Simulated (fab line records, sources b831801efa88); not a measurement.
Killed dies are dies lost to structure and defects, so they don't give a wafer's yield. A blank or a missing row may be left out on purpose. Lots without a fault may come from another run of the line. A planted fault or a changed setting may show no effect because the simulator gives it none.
A struck lot beside a sound one | flow sky130 | 17 steps out of a route of 708
Sound: wafers L228.1, L228.4, L228.5. Struck: wafers L233.1, L233.2, L233.4. The cause comes at the end.
At each step with rows: each side's tool, then ch and its chambers, then its first start. Under that, the readings that differ: sound wafers | struck wafers | difference of the means | sigmas: that difference in standard deviations of wafers without a fault.
alike: readings whose means differ by less than 2 such deviations, and words and numbers that are the same on both sides. not compared: withheld readings, readings that some wafer has no value for, bounds like >300 that may hide the same value, and numbers for which the record gives no deviation and whose values overlap.
The two part at a step that has a row with sigmas, a row that says differs or no value, or rows on one side only. Numbers that don't overlap but have no deviation are shown without sigmas and don't part them. A reading that every wafer of one side lacks parts them only if that side has two wafers or more.

first, 4 steps without rows for these wafers: SKY_VIA1_STRIP_17 (strips in post etch residue remover, time 1200 s); SKY_VIA1_CLEAN_18 (cleans in IPA, time 180 s); SKY_VIA1_CLEAN_19 (cleans in O3/DIW); SKY_VIA1_SPUTTER_20 (material TiN, target thk 20 nm, time 80 s).
SKY_VIA1_CVD_21: deposits W, target thk 270 nm, time 80.902 s.
  sound on cvd_w-01 ch 0, day 39 09:31; struck on cvd_w-02 ch 0,1, day 39 23:45
  reading                  | sound       | struck      | difference | sigmas
  heater_power_outer_w (W) | 457 462 448 | 533 501 497 | +55        | +2
  alike: heater_power_w
SKY_VIA1_RS_MEAS_22: measures by four-point-probe.
  sound on film_metro-03, day 39 09:37; struck on film_metro-03, day 39 23:50
  alike: VIA1_W_RS
SKY_VIA1_THK_MEAS_23: measures by xrf.
  sound on film_metro-03, day 39 09:44; struck on film_metro-03, day 39 23:58
  alike: VIA1_W_THK
SKY_VIA1_CMP_24: polishes, stops on SiO2, t overpolish 15 s, target thk 0 nm.
  sound on cmp-01 ch 1,3, day 39 09:47; struck on cmp-02 ch 0,2,3, day 40 00:04
  alike: head_pressure_psi, motor_current_A, overpolish_run_s, time_to_endpoint_s
SKY_METAL2_SPUTTER_00: material Ti, target thk 15 nm, time 10 s.
  sound on pvd_sputter-01, day 39 10:05; struck on pvd_sputter-04, day 40 00:19
  alike: cathode_dc_power_W, chamber_pressure_pa, throttle_valve_pct
then, 1 step without rows for these wafers: SKY_METAL2_SPUTTER_01 (material TiN, target thk 20 nm, time 16.7 s).
SKY_METAL2_SPUTTER_02: material AlCu, target thk 250 nm, time 13.3 s.
  sound on pvd_sputter-01, day 39 10:08; struck on pvd_sputter-04, day 40 00:22
  alike: cathode_dc_power_W, chamber_pressure_pa, throttle_valve_pct
SKY_METAL2_SPUTTER_03: material Ti, target thk 5 nm, time 3.3 s.
  sound on pvd_sputter-01, day 39 10:10; struck on pvd_sputter-04, day 40 00:24
  alike: cathode_dc_power_W, chamber_pressure_pa, throttle_valve_pct
SKY_METAL2_SPUTTER_04: material TiN, target thk 70 nm, time 58.3 s.
  sound on pvd_sputter-01, day 39 10:11; struck on pvd_sputter-04, day 40 00:25
  no value came back on the struck wafers for cathode_dc_power_W (W), chamber_pressure_pa (Pa), throttle_valve_pct (%); on the sound wafers cathode_dc_power_W (W) reads 6501.1 6500.1 6498.1
SKY_METAL2_RS_MEAS_05: measures by four-point-probe.
  sound on film_metro-03, day 39 10:14; struck on film_metro-02, day 40 00:28
  reading                 | sound                | struck               | difference | sigmas
  METAL2_ALCU_RS (ohm/sq) | 0.1270 0.1278 0.1262 | 0.1332 0.1315 0.1310 | +0.0049    | +3
SKY_METAL2_THK_MEAS_06: measures by xrf.
  sound on film_metro-03, day 39 10:21; struck on film_metro-02, day 40 00:35
  reading              | sound       | struck      | difference | sigmas
  METAL2_ALCU_THK (nm) | 245 246 249 | 271 274 273 | +26        | +7
then, 1 step without rows for these wafers: SKY_METAL2_DEHYDRATE_07 (time 60 s).
-- the record jumps here: 10 days lie between the struck wafers' starts before and after (it left off in module METAL2 and takes up again in module PAD_OPEN, whose first step shown is number 708 of the route) --
SKY_PAD_OPEN_PROBE_99:
  sound on prober-01, day 50 00:10; struck on prober-01, day 50 09:29
  reading                       | sound             | struck            | difference | sigmas
  model.etest.via2_chain.rc_ohm | 9.493 9.777 10.34 | 17.16 16.27 15.67 | +6.50      |
  alike: defect_limited_yield, killed_at_M0_to_M3, killed_at_M4_up, killed_at_contacts, killed_at_front_end, killed_at_other, killed_dies, killed_on_rim, killed_open, killed_short

WHERE THEY PART
First at SKY_VIA1_CVD_21; last, within this record, at SKY_METAL2_THK_MEAS_06. Later steps at which nothing parts them and some readings are alike: SKY_PAD_OPEN_PROBE_99.

WHY: what the simulator had put in
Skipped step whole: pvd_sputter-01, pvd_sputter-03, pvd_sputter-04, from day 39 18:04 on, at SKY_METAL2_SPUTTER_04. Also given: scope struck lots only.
